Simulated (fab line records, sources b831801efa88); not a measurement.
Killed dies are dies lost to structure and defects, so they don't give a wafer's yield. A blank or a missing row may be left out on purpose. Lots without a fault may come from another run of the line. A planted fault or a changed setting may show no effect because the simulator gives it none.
One fault seen from 2 desks | flow sky130 | each desk has only its own numbers; what lay behind them comes last

THE METROLOGY DESK
What the gauges read, lot by lot, whatever tool the lot ran on: means of the sampled wafers that have a number. A lot is out of limits, marked OUT, if its mean lies more than 4 standard deviations from the usual mean; the brackets give that distance.
Columns: A = FIELD_ISO_CVD_24_THK at SKY_FIELD_ISO_THK_MEAS_25, usual 596 nm; B = NWELL_2_TW at SKY_NWELL_TW_MEAS_26, usual 500.7; C = VT_ADJUST_LVTN_TW at SKY_VT_ADJUST_LVTN_TW_MEAS_10, usual 243.0; D = VT_ADJUST_LVTN_01_OVL at SKY_VT_ADJUST_LVTN_OVL_MEAS_18, usual 0.3 nm
lot  | first seen here | A   | B               | C     | D
L147 | day 2 09:18     | 591 | 502.6           | 244.5 | 0.4
L149 | day 2 21:59     | 592 | 501.7           | 243.8 | -0.8
L150 | day 2 21:59     | 590 | 499.9           | 245.2 | 0.9
L155 | day 4 02:13     | 601 | 502.9           | 243.7 | 1.1
L156 | day 4 07:26     | 601 | 386.2 (-41) OUT | 245.5 | 1.8
L159 | day 5 00:13     | 597 | 387.2 (-41) OUT | 241.5 | -0.2
L160 | day 5 04:19     | 595 | 499.3           | 244.2 | 0.0
L162 | day 5 16:13     | 594 | 502.8           | 243.9 | 1.5
L164 | day 6 02:35     | 594 | 505.5           | 240.2 | 0.7
L166 | day 6 09:43     | 598 | 494.5           | 245.3 | -0.3
L168 | day 6 22:07     | 601 | 503.6           | 245.7 | -1.5
L169 | day 7 00:31     | 594 | 502.3           | 244.3 | 1.3
L170 | day 7 09:04     | 604 | 499.7           | 241.8 | -1.1
This desk's finding: out of limits on L156, L159; first on L156, day 7 15:49 (NWELL_2_TW at SKY_NWELL_TW_MEAS_26). In limits: L147, L149, L150, L155, L160, L162, L164, L166, L168, L169, L170.

THE TOOL OWNER'S DESK: implanter-01
The tool's own readings at SKY_NWELL_IMPLANT_24: means of the sampled wafers that have a number, for each lot that ran on this tool. A lot is out of limits, marked OUT, if its mean lies more than 4 standard deviations from the usual mean; the brackets give that distance.
Columns: A = dose_ions_cm2 at SKY_NWELL_IMPLANT_24, usual 9.198e+12; B = faraday_current_uA at SKY_NWELL_IMPLANT_24, usual 51.8
lot  | first seen here | A                           | B
L147 | day 5 08:09     | 9.196e+12                   | 50.7
L149 | day 5 23:28     | 9.199e+12                   | 52.7
L156 | day 7 15:34     | 3.970e+12 (-99 or more) OUT | 22.3 (-27) OUT
L159 | day 8 13:49     | 3.969e+12 (-99 or more) OUT | 22.3 (-27) OUT
This desk's finding: out of limits on L156, L159; first on L156, day 7 15:34 (dose_ions_cm2 at SKY_NWELL_IMPLANT_24). In limits: L147, L149.

PUT TOGETHER
The tool owner's desk could have raised an alarm at day 7 15:34, on L156, L159.
The metrology desk could have raised an alarm at day 7 15:49, on L156, L159.
Of the lots named, all ran SKY_NWELL_IMPLANT_24 on implanter-01.

WHAT THE SIMULATOR HAD PUT IN
Process parameter drift: implanter-01, from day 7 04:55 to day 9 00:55, at SKY_NWELL_IMPLANT_24. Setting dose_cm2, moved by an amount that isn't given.
Lots struck among those shown: L156, L159.
Hours from the fault's start to each desk's first reading out of limits: the tool owner's desk, 11; the metrology desk, 11.
